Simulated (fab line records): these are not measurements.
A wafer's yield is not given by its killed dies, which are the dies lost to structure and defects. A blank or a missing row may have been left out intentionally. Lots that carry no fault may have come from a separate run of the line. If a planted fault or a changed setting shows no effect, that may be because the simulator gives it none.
8D (eight disciplines) problem report, filled in by code | flow sky130 | the parts of the form that need people (team, actions taken, sign-off) are left out

## 1. THE PROBLEM
Wafers free of any fault read 1479 (standard deviation 10) for LDD_LDN_TW at SKY_LDD_LDN_TW_MEAS_13, against a mean of 1397 on 6 wafers of 2 lots. Relative to the usual mean, that is a shift of -8.2 standard deviations.
Seen first at day 29 07:01 on film_metro-01, wafer L110.1. Wafers with a number at this step in the record: 36, from 12 lots. By rule, "out" or "out of limits" means more than 4 standard deviations away from the usual mean. The other wafers with a number count as sound.

## 2. WHAT IT IS, WHAT IT ISN'T
question                    | is                           | is not
which readings at this step | LDD_LDN_TW                   | -
which lots                  | L110, L112                   | L102, L113, L114, L992, L993, L994, L995, L997, L998, L999
which wafers of those lots  | all that have a number       | -
read on which gauges        | film_metro-01, film_metro-02 | film_metro-03
when                        | from day 29 07:01            | up to then (24 sound wafers); but 6 sound wafers of L113, L114 came after

## 3. THE SUSPECTS, EACH WITH WHAT RULES IT OUT
Counting: a tool at any process step up to the reading remains a suspect when it ran all the lots that are out and ran no sound lot after the first of those.
- the gauge at SKY_LDD_LDN_TW_MEAS_13 has been ruled out. 2 gauges (film_metro-01, film_metro-02) read the wafers that are out.
- implanter-02 at SKY_LDD_LDN_IMPLANT_09: kept. It ran every lot that is out, first L110 (day 29 06:28), and no sound lot after that; its last sound lot up to then is L997 (day 25 02:31). On those wafers its own readings are out: dose_ions_cm2, faraday_current_uA.
Remaining after the count: implanter-02 at SKY_LDD_LDN_IMPLANT_09.

## 4. THE CAUSE (what the simulator had put in)
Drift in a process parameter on implanter-02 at SKY_LDD_LDN_IMPLANT_09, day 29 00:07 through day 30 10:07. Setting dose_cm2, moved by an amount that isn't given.
After counting, this tool was the only one left.

## 5. SEQUENCE OF EFFECTS, ordered by route
One row per reading whose mean, taken over the struck wafers that have a number, lies over 3 standard deviations from the usual. Only readings whose record carries a usual standard deviation are examined. hours: median over the lots of the time between each lot's start at the first step of this table that gives one and its start at this step. sigmas: the change, counted in usual standard deviations.
hours | step                   | reading            | usual      | on struck wafers | change      | sigmas
0     | SKY_LDD_LDN_IMPLANT_09 | dose_ions_cm2      | 1.2501e+13 | 5.2893e+12       | -7.2117e+12 | -99 or more
0     | SKY_LDD_LDN_IMPLANT_09 | faraday_current_uA | 70.5       | 30.0             | -40.5       | -31
1     | SKY_LDD_LDN_TW_MEAS_13 | LDD_LDN_TW         | 1479       | 1397             | -82         | -8.2
Process steps it contains:
- SKY_LDD_LDN_IMPLANT_09

## 6. HOW IT WOULD HAVE BEEN CAUGHT EARLIER
7 hours passed between the start of the fault at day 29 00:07 and the first reading out of limits at a measuring or inspecting step in this record, taken at day 29 07:01.
At SKY_LDD_LDN_IMPLANT_09, the tool's own readings (dose_ions_cm2, faraday_current_uA) were out on each struck wafer the step has a row for, so an alarm limit on them would have fired on the first such wafer.
L112, from the lots that are out (2), started SKY_LDD_LDN_IMPLANT_09 on implanter-02 later than day 29 07:01. A tool hold placed at that time would have kept it from harm.
